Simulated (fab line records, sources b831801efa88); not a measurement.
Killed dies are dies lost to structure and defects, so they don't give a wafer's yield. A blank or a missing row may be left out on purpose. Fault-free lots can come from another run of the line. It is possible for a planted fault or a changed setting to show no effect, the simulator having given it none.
Chamber matching :: flow sky130 :: 4 sister chambers for SKY_VIA3_ETCH_15 on rieDiel-01
The step etches SiO2 in C4F8/O2/Ar, stops on TiN, target depth 507 nm, time 78 s. 16 wafers are shown with their chamber, then 8 later ones without.

WAFERS, EACH WITH ITS CHAMBER
wafer: L075.3
chamber: 0
oesProductAu (a.u.): 0.937

wafer: L075.5
chamber: 1
oesProductAu (a.u.): 0.941

wafer: L075.6
chamber: 2
oesProductAu (a.u.): 0.929

wafer: L078.2
chamber: 2
oesProductAu (a.u.): 0.930

wafer: L078.4
chamber: 0
oesProductAu (a.u.): 0.937

wafer: L078.5
chamber: 3
oesProductAu (a.u.): 0.938

wafer: L081.1
chamber: 0
oesProductAu (a.u.): 0.936

wafer: L081.2
chamber: 1
oesProductAu (a.u.): 0.937

wafer: L081.4
chamber: 1
oesProductAu (a.u.): 0.935

wafer: L086.4
chamber: 3
oesProductAu (a.u.): 0.937

wafer: L086.5
chamber: 0
oesProductAu (a.u.): 0.934

wafer: L086.6
chamber: 1
oesProductAu (a.u.): 0.949

wafer: L089.1
chamber: 1
oesProductAu (a.u.): 0.929

wafer: L089.4
chamber: 2
oesProductAu (a.u.): 0.937

wafer: L089.6
chamber: 0
oesProductAu (a.u.): 0.947

wafer: L091.2
chamber: 1
oesProductAu (a.u.): 0.936

SIGNATURES (means of the wafers above)
reading: oesProductAu
chamber 0: 0.93820
chamber 1: 0.93783
chamber 2: 0.93200
chamber 3: 0.93750
scatter within a chamber: 0.00552
Rule: for a wafer and a chamber, the distance is found by dividing, reading by reading, the gap between the wafer's reading and the chamber's mean by the reading's scatter, squaring, summing and taking the root. The wafer belongs to the nearest chamber; if the next one is less than 2 further off, it can't be placed. The scatter: the root of (the sum of the squares of (reading less its chamber's mean) over the shown wafers, divided by (wafers less chambers)).

WAFERS MISSING THEIR CHAMBER
wafer: L091.3
oesProductAu (a.u.): 0.937

wafer: L091.5
oesProductAu (a.u.): 0.942

wafer: L094.2
oesProductAu (a.u.): 0.939

wafer: L094.3
oesProductAu (a.u.): 0.932

wafer: L094.6
oesProductAu (a.u.): 0.935

wafer: L095.1
oesProductAu (a.u.): 0.934

wafer: L095.4
oesProductAu (a.u.): 0.936

wafer: L095.5
oesProductAu (a.u.): 0.942

WHICH CHAMBER EACH WENT THROUGH
wafer: L091.3
from the rows above: can't be placed: 3 or 1 or 0 or 2
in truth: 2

wafer: L091.5
from the rows above: can't be placed: 0 or 1 or 3 or 2
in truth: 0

wafer: L094.2
from the rows above: can't be placed: 0 or 1 or 3 or 2
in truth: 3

wafer: L094.3
from the rows above: can't be placed: 2 or 3 or 1 or 0
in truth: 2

wafer: L094.6
from the rows above: can't be placed: 3 or 1 or 2 or 0
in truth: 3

wafer: L095.1
from the rows above: can't be placed: 2 or 3 or 1 or 0
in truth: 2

wafer: L095.4
from the rows above: can't be placed: 3 or 1 or 0 or 2
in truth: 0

wafer: L095.5
from the rows above: can't be placed: 0 or 1 or 3 or 2
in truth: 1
Placed correctly: 0 of 8. Cannot be placed on the basis of these rows: 8; the candidates contain the true chamber in 8. 0 placed wrongly.
